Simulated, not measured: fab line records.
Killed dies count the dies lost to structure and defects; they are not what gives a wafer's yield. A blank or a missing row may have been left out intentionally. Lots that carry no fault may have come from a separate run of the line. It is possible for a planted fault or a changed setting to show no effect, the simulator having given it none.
Comparing a struck lot with a sound one || flow sky130 || 14 out of 708 route steps
Sound: the wafers L984.1, L984.5, L984.6. The struck wafers were L994.2, L994.4, L994.5. The cause is given at the end.
For every step that has rows: the tool of each side, followed by ch and its chambers, followed by its first start. Under that, the readings that differ: sound wafers || struck wafers || difference of the means || sigmas: that difference in standard deviations of wafers without a fault.
alike: readings whose means differ by less than 2 such deviations, and words and numbers that are the same on both sides. not compared: withheld readings, readings that some wafer has no value for, bounds like >300 that may hide the same value, and numbers for which the record gives no deviation and whose values overlap.
A row with sigmas, a row that says differs or no value, or rows on one side alone: a step with any of these is where the two part. Numbers that have no deviation but don't overlap get no sigmas and don't part them. A reading missing from all wafers of one side parts the sides only when that side holds two or more wafers.

first, 3 steps without rows for these wafers: SKY_METAL2_CLEAN_22 (cleans in IPA, time 180 s); SKY_METAL2_CLEAN_23 (cleans in O3/DIW); SKY_VIA2_HDPCVD_00 (deposits SiO2, target thk 1180 nm, time 196.7 s).
SKY_VIA2_THK_MEAS_01:
  sound on filmMetro-03 at day 36 14:01; struck on filmMetro-02 at day 39 17:54
  alike: VIA2_HDPCVD_THK
SKY_VIA2_CMP_02: polishes SiO2.
  sound on cmp-01 ch 0,1,2, day 36 14:11; struck on cmp-02 ch 0,1, day 39 17:57
  alike: motorCurrentA
SKY_VIA2_BOW_MEAS_03:
  sound on filmMetro-02 at day 36 14:23; struck on filmMetro-03 at day 39 18:16
  alike: VIA2_BOW
then, 6 steps without rows for these wafers: SKY_VIA2_DEHYDRATE_04 (time 60 s); SKY_VIA2_HMDS_05 (prime time 60 s); SKY_VIA2_COAT_06 (resist thk 60 nm); SKY_VIA2_COAT_07 (resist thk 450 nm); SKY_VIA2_SOFTBAKE_08 (time 90 s); SKY_VIA2_EXPOSE_09 (exposes mask VIM2, target cd 200 nm).
SKY_VIA2_PEB_10:
  struck on lithoTrack-02, day 40 18:00; sound on lithoTrack-03 ch 0, day 37 15:00
{"reading": "exhaustPa (Pa)", "sound": "45.6 46.1 44.4", "struck": "- - -", "difference": "no value on the struck wafers", "sigmas": ""}
  not compared: chillPlateTempC
then, 1 step without rows for these wafers: SKY_VIA2_DEVELOP_11 (develop time 60 s).

== WHERE THEY PART ==
Within this record, at SKY_VIA2_PEB_10 only.

WHY: what had been put in by the simulator
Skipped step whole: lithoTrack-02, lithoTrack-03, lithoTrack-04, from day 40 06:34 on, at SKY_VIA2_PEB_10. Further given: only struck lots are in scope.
